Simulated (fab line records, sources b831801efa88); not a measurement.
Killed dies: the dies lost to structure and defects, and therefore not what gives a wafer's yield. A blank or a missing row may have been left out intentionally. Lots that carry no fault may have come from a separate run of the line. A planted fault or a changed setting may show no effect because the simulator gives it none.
Problem report in the 8D (eight disciplines) form, filled by code    flow sky130    the parts of the form that need people (team, actions taken, sign-off) are left out

## 1. PROBLEM STATEMENT
Wafers without a fault read 99.99 C, standard deviation 0.13; plate-temp-C at SKY_CONTACT_SOFTBAKE_10 reads a mean of 98.61 C on 6 wafers belonging to 2 lots. Measured from the usual mean, that is -11 standard deviations.
The step: time 90 s.
First seen on wafer L470.3, day 37 14:00, on litho-track-01. The record has a number at this step for 42 wafers belonging to 14 lots. Rule for "out" (also "out of limits"): further than 4 standard deviations from the usual mean. The rest of the wafers with a number are treated as sound.

## 2. WHAT IT IS AND WHAT IT IS NOT
question                     is                                  is not
which readings at this step  plate-temp-C, heater-power-total-W  -
which lots                   L470, L471                          L450, L452, L453, L454, L455, L456, L458, L459, L460, L461, L462, L472
which wafers of those lots   all that have a number              -
read on which tools          litho-track-01                      litho-track-02, litho-track-03
when                         from day 37 14:00                   up to then (33 sound wafers); but 3 sound wafers of L472 came after

## 3. SUSPECTS, AND WHAT RULES EACH OUT
Counting: a tool at a process step up to the reading stays a suspect if it ran every lot that is out and no sound lot after the first of them.
- litho-track-01 at SKY_CONTACT_SOFTBAKE_10 (time 90 s): kept. It ran every lot that is out, first L470 (day 37 14:00), and no sound lot after that; its last sound lot up to then is L462 (day 35 07:00). Out on those wafers are its own readings of heater-power-total-W, plate-temp-C.
The count leaves litho-track-01 at SKY_CONTACT_SOFTBAKE_10.

## 4. THE CAUSE (what the simulator had put in)
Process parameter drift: litho-track-01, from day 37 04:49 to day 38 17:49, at SKY_CONTACT_SOFTBAKE_10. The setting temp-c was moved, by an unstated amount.
After counting, this tool was the only one left.

## 5. SEQUENCE OF EFFECTS, ordered by route
Each row: a reading where the mean over the struck wafers with a number is more than 3 standard deviations away from the usual. Scope: only readings with a usual standard deviation given in the record; hours: median across lots of the time from each lot's start at the first step in this table that gives one to its start at this step; sigmas: change in usual standard deviations.
hours  step                     reading               usual    on struck wafers  change  sigmas
0      SKY_CONTACT_SOFTBAKE_10  heater-power-total-W  57.35 W  56.23             -1.12   -10
0      SKY_CONTACT_SOFTBAKE_10  plate-temp-C          99.99 C  98.61             -1.38   -11
Here are the process steps it includes:
- SKY_CONTACT_SOFTBAKE_10: time 90 s.
Later steps that measure or inspect, where all struck wafers having a row at the step show a number for every such reading and not one has moved that far: SKY_CONTACT_CD_MEAS_14, SKY_CONTACT_OVL_MEAS_15.

## 6. HOW IT WOULD HAVE BEEN CAUGHT EARLIER
In this record no reading fell out of limits until day 37 14:00, 9 hours after the fault had begun at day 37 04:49.
